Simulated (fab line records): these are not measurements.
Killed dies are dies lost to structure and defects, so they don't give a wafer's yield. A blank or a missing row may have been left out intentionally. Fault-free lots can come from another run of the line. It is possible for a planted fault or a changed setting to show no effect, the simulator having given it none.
Which tool was responsible? || flow sky130 || Sampling: 15 lots, 45 wafers, 6 of 708 route steps

== WHAT THE GAUGES READ, wafer by wafer ==
SKY_FIELD_ISO_THK_MEAS_04.
{"lot": "L298", "measured": "day 1 13:30", "on": "film_metro-01", "FIELD_ISO_CVD_03_THK (nm)": "167.6 167.9 167.3"}
{"lot": "L300", "measured": "day 2 00:29", "on": "film_metro-01", "FIELD_ISO_CVD_03_THK (nm)": "164.2 164.8 165.2"}
{"lot": "L305", "measured": "day 3 01:53", "on": "film_metro-01", "FIELD_ISO_CVD_03_THK (nm)": "167.0 165.9 165.7"}
{"lot": "L306", "measured": "day 3 10:53", "on": "film_metro-03", "FIELD_ISO_CVD_03_THK (nm)": "164.3 164.5 165.3"}
{"lot": "L307", "measured": "day 3 15:04", "on": "film_metro-02", "FIELD_ISO_CVD_03_THK (nm)": "166.9 165.5 165.4"}
{"lot": "L311", "measured": "day 4 06:29", "on": "film_metro-01", "FIELD_ISO_CVD_03_THK (nm)": "165.9 165.2 164.6"}
{"lot": "L312", "measured": "day 4 13:05", "on": "film_metro-02", "FIELD_ISO_CVD_03_THK (nm)": "166.4 166.8 166.4"}
{"lot": "L313", "measured": "day 4 17:17", "on": "film_metro-01", "FIELD_ISO_CVD_03_THK (nm)": "164.4 165.0 166.6"}
{"lot": "L315", "measured": "day 5 03:46", "on": "film_metro-03", "FIELD_ISO_CVD_03_THK (nm)": "163.0 163.3 164.0"}
{"lot": "L316", "measured": "day 5 09:09", "on": "film_metro-03", "FIELD_ISO_CVD_03_THK (nm)": "163.9 164.9 164.8"}
{"lot": "L317", "measured": "day 5 13:20", "on": "film_metro-02", "FIELD_ISO_CVD_03_THK (nm)": "163.9 165.0 165.1"}
{"lot": "L318", "measured": "day 5 19:34", "on": "film_metro-02", "FIELD_ISO_CVD_03_THK (nm)": "165.7 166.2 164.4"}
{"lot": "L319", "measured": "day 5 23:01", "on": "film_metro-02", "FIELD_ISO_CVD_03_THK (nm)": "163.4 164.5 162.6"}
{"lot": "L320", "measured": "day 6 04:28", "on": "film_metro-01", "FIELD_ISO_CVD_03_THK (nm)": "163.2 162.7 162.6"}
{"lot": "L321", "measured": "day 6 09:20", "on": "film_metro-03", "FIELD_ISO_CVD_03_THK (nm)": "165.2 165.3 163.9"}

SKY_FIELD_ISO_CD_MEAS_13: target cd 150 nm.
{"lot": "L298", "measured": "day 2 03:53", "on": "cd_sem-02", "cd_nm (nm)": "148.9 146.9 149.1"}
{"lot": "L300", "measured": "day 2 15:11", "on": "cd_sem-01", "cd_nm (nm)": "147.2 148.3 148.0"}
{"lot": "L305", "measured": "day 3 16:52", "on": "cd_sem-01", "cd_nm (nm)": "152.8 152.0 152.8"}
{"lot": "L306", "measured": "day 4 02:35", "on": "cd_sem-02", "cd_nm (nm)": "150.0 148.7 151.0"}
{"lot": "L307", "measured": "day 4 07:08", "on": "cd_sem-01", "cd_nm (nm)": "151.0 150.2 151.0"}
{"lot": "L311", "measured": "day 4 23:41", "on": "cd_sem-02", "cd_nm (nm)": "150.7 151.0 148.2"}
{"lot": "L312", "measured": "day 5 06:50", "on": "cd_sem-01", "cd_nm (nm)": "152.3 151.9 153.5"}
{"lot": "L313", "measured": "day 5 10:55", "on": "cd_sem-02", "cd_nm (nm)": "151.0 150.4 149.4"}
{"lot": "L315", "measured": "day 5 21:28", "on": "cd_sem-02", "cd_nm (nm)": "149.9 149.1 150.4"}
{"lot": "L316", "measured": "day 6 03:39", "on": "cd_sem-02", "cd_nm (nm)": "151.0 150.4 150.8"}
{"lot": "L317", "measured": "day 6 07:38", "on": "cd_sem-01", "cd_nm (nm)": "149.7 150.8 150.3"}
{"lot": "L318", "measured": "day 6 14:55", "on": "cd_sem-02", "cd_nm (nm)": "146.3 148.0 147.3"}
{"lot": "L319", "measured": "day 6 18:18", "on": "cd_sem-02", "cd_nm (nm)": "151.2 152.5 151.7"}
{"lot": "L320", "measured": "day 7 00:20", "on": "cd_sem-01", "cd_nm (nm)": "148.9 150.2 148.6"}
{"lot": "L321", "measured": "day 7 05:36", "on": "cd_sem-02", "cd_nm (nm)": "149.1 149.0 148.5"}

SKY_PWDE_OVL_MEAS_07.
{"lot": "L298", "measured": "day 3 19:12", "on": "overlay-02", "PWDE_OVL (nm)": "-2.2 -0.1 -1.1"}
{"lot": "L300", "measured": "day 4 05:01", "on": "overlay-02", "PWDE_OVL (nm)": "0.4 2.0 1.0"}
{"lot": "L305", "measured": "day 5 13:36", "on": "overlay-01", "PWDE_OVL (nm)": "- - -"}
{"lot": "L306", "measured": "day 5 20:10", "on": "overlay-02", "PWDE_OVL (nm)": "- - -"}
{"lot": "L307", "measured": "day 6 05:02", "on": "overlay-01", "PWDE_OVL (nm)": "- - -"}
{"lot": "L311", "measured": "day 6 21:56", "on": "overlay-01", "PWDE_OVL (nm)": "-0.8 -0.8 -1.1"}
{"lot": "L312", "measured": "day 7 05:22", "on": "overlay-01", "PWDE_OVL (nm)": "-2.0 -0.5 -0.1"}
{"lot": "L313", "measured": "day 7 11:03", "on": "overlay-01", "PWDE_OVL (nm)": "1.1 2.8 1.9"}
{"lot": "L315", "measured": "day 7 23:36", "on": "overlay-02", "PWDE_OVL (nm)": "-0.5 -0.6 -0.5"}
{"lot": "L316", "measured": "day 8 03:47", "on": "overlay-01", "PWDE_OVL (nm)": "0.6 0.5 -0.5"}
{"lot": "L317", "measured": "day 8 06:46", "on": "overlay-02", "PWDE_OVL (nm)": "1.9 1.6 0.1"}
{"lot": "L318", "measured": "day 8 17:48", "on": "overlay-02", "PWDE_OVL (nm)": "1.4 0.5 1.1"}
{"lot": "L319", "measured": "day 8 23:26", "on": "overlay-02", "PWDE_OVL (nm)": "-0.3 0.6 0.9"}
{"lot": "L320", "measured": "day 9 03:58", "on": "overlay-02", "PWDE_OVL (nm)": "-0.9 -0.3 0.7"}
{"lot": "L321", "measured": "day 9 07:34", "on": "overlay-01", "PWDE_OVL (nm)": "-1.6 -0.5 0.7"}

SKY_NWELL_TW_MEAS_26.
{"lot": "L298", "measured": "day 5 07:03", "on": "film_metro-02", "NWELL_2_TW": "494 492 494"}
{"lot": "L300", "measured": "day 5 16:50", "on": "film_metro-02", "NWELL_2_TW": "491 489 493"}
{"lot": "L305", "measured": "day 7 04:56", "on": "film_metro-04", "NWELL_2_TW": "557 558 556"}
{"lot": "L306", "measured": "day 7 11:44", "on": "film_metro-01", "NWELL_2_TW": "551 549 552"}
{"lot": "L307", "measured": "day 7 21:53", "on": "film_metro-02", "NWELL_2_TW": "551 554 552"}
{"lot": "L311", "measured": "day 8 15:41", "on": "film_metro-04", "NWELL_2_TW": "504 499 502"}
{"lot": "L312", "measured": "day 9 00:58", "on": "film_metro-01", "NWELL_2_TW": "496 495 496"}
{"lot": "L313", "measured": "day 9 05:26", "on": "film_metro-01", "NWELL_2_TW": "497 497 498"}
{"lot": "L315", "measured": "day 9 20:00", "on": "film_metro-02", "NWELL_2_TW": "494 493 495"}
{"lot": "L316", "measured": "day 10 01:44", "on": "film_metro-02", "NWELL_2_TW": "494 495 492"}
{"lot": "L317", "measured": "day 10 03:02", "on": "film_metro-02", "NWELL_2_TW": "493 494 493"}
{"lot": "L318", "measured": "day 10 14:36", "on": "film_metro-02", "NWELL_2_TW": "494 493 493"}
{"lot": "L319", "measured": "day 10 21:56", "on": "film_metro-04", "NWELL_2_TW": "500 501 500"}
{"lot": "L320", "measured": "day 11 02:10", "on": "film_metro-04", "NWELL_2_TW": "495 498 501"}
{"lot": "L321", "measured": "day 11 06:10", "on": "film_metro-01", "NWELL_2_TW": "499 499 499"}

== WHICH TOOL RAN EACH LOT (tool, then ch and the chambers of the sampled wafers, then the start) ==
{"lot": "L298", "SKY_FIELD_ISO_ETCH_15": "rie_diel-04 ch 0,1,3, day 2 04:00", "SKY_PWDE_COAT_02": "litho_track-04 ch 0, day 3 11:28"}
{"lot": "L300", "SKY_FIELD_ISO_ETCH_15": "rie_diel-04 ch 0,1,2, day 2 15:21", "SKY_PWDE_COAT_02": "litho_track-01 ch 0, day 3 20:35"}
{"lot": "L305", "SKY_FIELD_ISO_ETCH_15": "rie_diel-01 ch 2,3, day 3 17:00", "SKY_PWDE_COAT_02": "litho_track-04, day 5 04:41"}
{"lot": "L306", "SKY_FIELD_ISO_ETCH_15": "rie_diel-03 ch 0,1,2, day 4 02:45", "SKY_PWDE_COAT_02": "litho_track-04, day 5 10:37"}
{"lot": "L307", "SKY_FIELD_ISO_ETCH_15": "rie_diel-04 ch 1,2,3, day 4 07:18", "SKY_PWDE_COAT_02": "litho_track-01, day 5 19:08"}
{"lot": "L311", "SKY_FIELD_ISO_ETCH_15": "rie_diel-04 ch 0,1, day 4 23:52", "SKY_PWDE_COAT_02": "litho_track-02 ch 0, day 6 11:17"}
{"lot": "L312", "SKY_FIELD_ISO_ETCH_15": "rie_diel-03 ch 1,2,3, day 5 07:00", "SKY_PWDE_COAT_02": "litho_track-01 ch 0, day 6 19:44"}
{"lot": "L313", "SKY_FIELD_ISO_ETCH_15": "rie_diel-04 ch 0,1, day 5 11:03", "SKY_PWDE_COAT_02": "litho_track-04 ch 0, day 7 00:56"}
{"lot": "L315", "SKY_FIELD_ISO_ETCH_15": "rie_diel-04 ch 0,2, day 5 21:36", "SKY_PWDE_COAT_02": "litho_track-02 ch 0, day 7 12:43"}
{"lot": "L316", "SKY_FIELD_ISO_ETCH_15": "rie_diel-01 ch 1,2, day 6 03:49", "SKY_PWDE_COAT_02": "litho_track-04 ch 0, day 7 17:25"}
{"lot": "L317", "SKY_FIELD_ISO_ETCH_15": "rie_diel-04 ch 1,2, day 6 07:48", "SKY_PWDE_COAT_02": "litho_track-04 ch 0, day 7 20:55"}
{"lot": "L318", "SKY_FIELD_ISO_ETCH_15": "rie_diel-01 ch 0,3, day 6 15:04", "SKY_PWDE_COAT_02": "litho_track-01 ch 0, day 8 06:55"}
{"lot": "L319", "SKY_FIELD_ISO_ETCH_15": "rie_diel-03 ch 0,1,3, day 6 18:28", "SKY_PWDE_COAT_02": "litho_track-01 ch 0, day 8 12:35"}
{"lot": "L320", "SKY_FIELD_ISO_ETCH_15": "rie_diel-03 ch 2,3, day 7 00:28", "SKY_PWDE_COAT_02": "litho_track-01 ch 0, day 8 17:35"}
{"lot": "L321", "SKY_FIELD_ISO_ETCH_15": "rie_diel-01 ch 0,1,3, day 7 05:42", "SKY_PWDE_COAT_02": "litho_track-04 ch 0, day 8 20:23"}
- SKY_FIELD_ISO_ETCH_15: etches the open film in CHF3/O2, stops on Si, target depth 180 nm, time 72 s.
- SKY_PWDE_COAT_02: resist thk 3000 nm.

== AS READ BY THE TOOLS THEMSELVES (means over the sampled wafers that have a number; for cases with no such wafer, the mark the record gives instead) ==
SKY_FIELD_ISO_ETCH_15.
{"lot": "L298", "tool": "rie_diel-04", "O2_flow_sccm (sccm)": 4.995, "drypump_motor_current_A (A)": 6.0, "oes_product_au (a.u.)": 0.956, "throttle_valve_pct (%)": 8.840}
{"lot": "L300", "tool": "rie_diel-04", "O2_flow_sccm (sccm)": 4.997, "drypump_motor_current_A (A)": 6.0, "oes_product_au (a.u.)": 0.950, "throttle_valve_pct (%)": 8.838}
{"lot": "L305", "tool": "rie_diel-01", "O2_flow_sccm (sccm)": 5.004, "drypump_motor_current_A (A)": 5.7, "oes_product_au (a.u.)": 0.951, "throttle_valve_pct (%)": 8.848}
{"lot": "L306", "tool": "rie_diel-03", "O2_flow_sccm (sccm)": 4.985, "drypump_motor_current_A (A)": 6.2, "oes_product_au (a.u.)": 0.947, "throttle_valve_pct (%)": 8.842}
{"lot": "L307", "tool": "rie_diel-04", "O2_flow_sccm (sccm)": 5.005, "drypump_motor_current_A (A)": 5.9, "oes_product_au (a.u.)": 0.948, "throttle_valve_pct (%)": 8.847}
{"lot": "L311", "tool": "rie_diel-04", "O2_flow_sccm (sccm)": 5.021, "drypump_motor_current_A (A)": 6.1, "oes_product_au (a.u.)": 0.948, "throttle_valve_pct (%)": 8.843}
{"lot": "L312", "tool": "rie_diel-03", "O2_flow_sccm (sccm)": 5.019, "drypump_motor_current_A (A)": 6.0, "oes_product_au (a.u.)": 0.947, "throttle_valve_pct (%)": 8.845}
{"lot": "L313", "tool": "rie_diel-04", "O2_flow_sccm (sccm)": 5.003, "drypump_motor_current_A (A)": 6.1, "oes_product_au (a.u.)": 0.945, "throttle_valve_pct (%)": 8.841}
{"lot": "L315", "tool": "rie_diel-04", "O2_flow_sccm (sccm)": 4.996, "drypump_motor_current_A (A)": 5.9, "oes_product_au (a.u.)": 0.942, "throttle_valve_pct (%)": 8.846}
{"lot": "L316", "tool": "rie_diel-01", "O2_flow_sccm (sccm)": 5.000, "drypump_motor_current_A (A)": 5.9, "oes_product_au (a.u.)": 0.947, "throttle_valve_pct (%)": 8.858}
{"lot": "L317", "tool": "rie_diel-04", "O2_flow_sccm (sccm)": 4.999, "drypump_motor_current_A (A)": 6.0, "oes_product_au (a.u.)": 0.946, "throttle_valve_pct (%)": 8.843}
{"lot": "L318", "tool": "rie_diel-01", "O2_flow_sccm (sccm)": 4.995, "drypump_motor_current_A (A)": 5.5, "oes_product_au (a.u.)": 0.946, "throttle_valve_pct (%)": 8.842}
{"lot": "L319", "tool": "rie_diel-03", "O2_flow_sccm (sccm)": 4.979, "drypump_motor_current_A (A)": 6.3, "oes_product_au (a.u.)": 0.944, "throttle_valve_pct (%)": 8.848}
{"lot": "L320", "tool": "rie_diel-03", "O2_flow_sccm (sccm)": 5.007, "drypump_motor_current_A (A)": 5.8, "oes_product_au (a.u.)": 0.937, "throttle_valve_pct (%)": 8.842}
{"lot": "L321", "tool": "rie_diel-01", "O2_flow_sccm (sccm)": 4.996, "drypump_motor_current_A (A)": 5.6, "oes_product_au (a.u.)": 0.945, "throttle_valve_pct (%)": 8.853}

SKY_PWDE_COAT_02.
{"lot": "L298", "tool": "litho_track-04", "chill_plate_temp_C (C)": 23.05, "dispense_pressure_kPa (kPa)": 57.6}
{"lot": "L300", "tool": "litho_track-01", "chill_plate_temp_C (C)": 22.98, "dispense_pressure_kPa (kPa)": 56.7}
{"lot": "L305", "tool": "litho_track-04", "chill_plate_temp_C (C)": "-", "dispense_pressure_kPa (kPa)": "-"}
{"lot": "L306", "tool": "litho_track-04", "chill_plate_temp_C (C)": "-", "dispense_pressure_kPa (kPa)": "-"}
{"lot": "L307", "tool": "litho_track-01", "chill_plate_temp_C (C)": "-", "dispense_pressure_kPa (kPa)": "-"}
{"lot": "L311", "tool": "litho_track-02", "chill_plate_temp_C (C)": 23.03, "dispense_pressure_kPa (kPa)": 50.3}
{"lot": "L312", "tool": "litho_track-01", "chill_plate_temp_C (C)": 22.88, "dispense_pressure_kPa (kPa)": 56.6}
{"lot": "L313", "tool": "litho_track-04", "chill_plate_temp_C (C)": 23.08, "dispense_pressure_kPa (kPa)": 57.7}
{"lot": "L315", "tool": "litho_track-02", "chill_plate_temp_C (C)": 23.16, "dispense_pressure_kPa (kPa)": 50.4}
{"lot": "L316", "tool": "litho_track-04", "chill_plate_temp_C (C)": 23.08, "dispense_pressure_kPa (kPa)": 57.7}
{"lot": "L317", "tool": "litho_track-04", "chill_plate_temp_C (C)": 23.01, "dispense_pressure_kPa (kPa)": 57.7}
{"lot": "L318", "tool": "litho_track-01", "chill_plate_temp_C (C)": 23.01, "dispense_pressure_kPa (kPa)": 56.7}
{"lot": "L319", "tool": "litho_track-01", "chill_plate_temp_C (C)": 23.19, "dispense_pressure_kPa (kPa)": 56.6}
{"lot": "L320", "tool": "litho_track-01", "chill_plate_temp_C (C)": 23.06, "dispense_pressure_kPa (kPa)": 56.6}
{"lot": "L321", "tool": "litho_track-04", "chill_plate_temp_C (C)": 23.00, "dispense_pressure_kPa (kPa)": 57.7}

== THE ANSWER, worked out from the rows above alone ==
Rule: what is usual is taken from the lots themselves. The widest of any qualifying gaps counts: lots, ordered by their means at a reading, are off when they make up no more than a third of the lots, leave a main group of 4 or more, and stand apart from it by 3 or more times the standard deviation of that group's means. A main group is skipped when, at the precision printed for the reading in the tables above, its means are all equal. A lot without any number at a reading at which 4 lots or more have one is off too. Where the step has rows for the other lots, those lots are counted as sound. Order of review: gauges by route order, followed by the tools' own readings, for which a lot's mean as printed above is used. At the first step where some lot is off, the reading lying furthest off is the one used; lots without a number count as furthest.
Off: L305, L306, L307, seen at SKY_PWDE_OVL_MEAS_07 (PWDE_OVL). Without a number there: L305, L306, L307. For the main group the mean is 0.1 nm and the standard deviation 0.95.
A tool fits if, at a process step before that reading, it ran every lot that is off, and no sound lot after the first of them. Not tried: the gauges at SKY_PWDE_OVL_MEAS_07; whatever is off there is also off at SKY_NWELL_TW_MEAS_26, on other tools, and gauge error can't account for it. Of those tried, none fits.

== WHAT HAD BEEN PUT IN BY THE SIMULATOR ==
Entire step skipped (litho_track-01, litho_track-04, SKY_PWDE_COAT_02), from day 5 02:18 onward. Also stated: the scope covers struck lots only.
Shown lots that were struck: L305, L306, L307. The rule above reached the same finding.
